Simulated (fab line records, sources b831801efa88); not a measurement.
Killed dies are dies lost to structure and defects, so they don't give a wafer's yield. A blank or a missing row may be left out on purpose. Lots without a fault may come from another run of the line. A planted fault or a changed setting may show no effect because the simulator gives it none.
Problem report in the 8D (eight disciplines) form, filled by code | flow gf180mcu | the parts of the form that need people (team, actions taken, sign-off) are left out

1. THE PROBLEM
cd_nm at GF_V2_CD_MEAS_14 reads a mean of 269.5 nm on 6 wafers of 2 lots; wafers without a fault read 259.7 nm with a standard deviation of 1.3. That is +7.5 standard deviations from the usual mean.
The step: target cd 260 nm.
First seen on wafer L489.1, day 22 15:02, on cd_sem-02. The record holds 33 wafers of 11 lots with a number at this step. Rule for "out", or "out of limits": more than 4 standard deviations from the usual mean. The other wafers with a number count as sound.

2. WHAT IT IS AND WHAT IT IS NOT
question                    | is                     | is not
which readings at this step | cd_nm                  | -
which lots                  | L489, L492             | L483, L484, L486, L488, L498, L500, L501, L502, L506
which wafers of those lots  | all that have a number | -
read on which gauges        | cd_sem-02              | cd_sem-01
when                        | from day 22 15:02      | up to then (12 sound wafers); but 15 sound wafers of L498, L500, L501, L502, L506 came after

3. SUSPECTS, AND WHAT RULES EACH OUT
Counting: a tool at a process step up to the reading stays a suspect if it ran every lot that is out and no sound lot after the first of them.
- the gauge at GF_V2_CD_MEAS_14: ruled out. All the wafers that are out were read on cd_sem-02, but those of them that GF_V2_STRIP_18 has rows for are out there too, on other tools.
- litho_track-04 at GF_V2_COAT_09 (resist thk 1000 nm): ruled out as a lasting fault. Sound lots L501 ran on it after its first lot that is out, L489 (day 22 02:00).
Left after counting: nothing in the record.

4. THE CAUSE (what the simulator had put in)
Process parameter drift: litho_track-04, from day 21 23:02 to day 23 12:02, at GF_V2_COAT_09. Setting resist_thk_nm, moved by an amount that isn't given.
Counting ruled it out, wrongly: the rule takes a fault to strike every lot that its tool runs from its start on, and this one did not.

5. THE CHAIN OF EFFECTS, in route order
Each row: a reading whose mean over the struck wafers that have a number lies more than 3 standard deviations from the usual. Only readings for which the record gives a usual standard deviation are gone through. hours: the time from each lot's start at the first step in this table that gives one to its start at this step, as a median over the lots. sigmas: the change in usual standard deviations.
hours | step             | reading        | usual      | on struck wafers | change | sigmas
0     | GF_V2_CD_MEAS_14 | cd_nm          | 259.7 nm   | 269.5            | +9.8   | +7.5
0     | GF_V2_STRIP_18   | oes_product_au | 0.591 a.u. | 0.493            | -0.098 | -21
The process steps in it:
- GF_V2_STRIP_18: strips in O2/N2.

6. WHAT WOULD HAVE CAUGHT IT SOONER
In this record the first reading out of limits at a measuring or inspecting step was taken at day 22 15:02, 16 hours after the fault began at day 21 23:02.
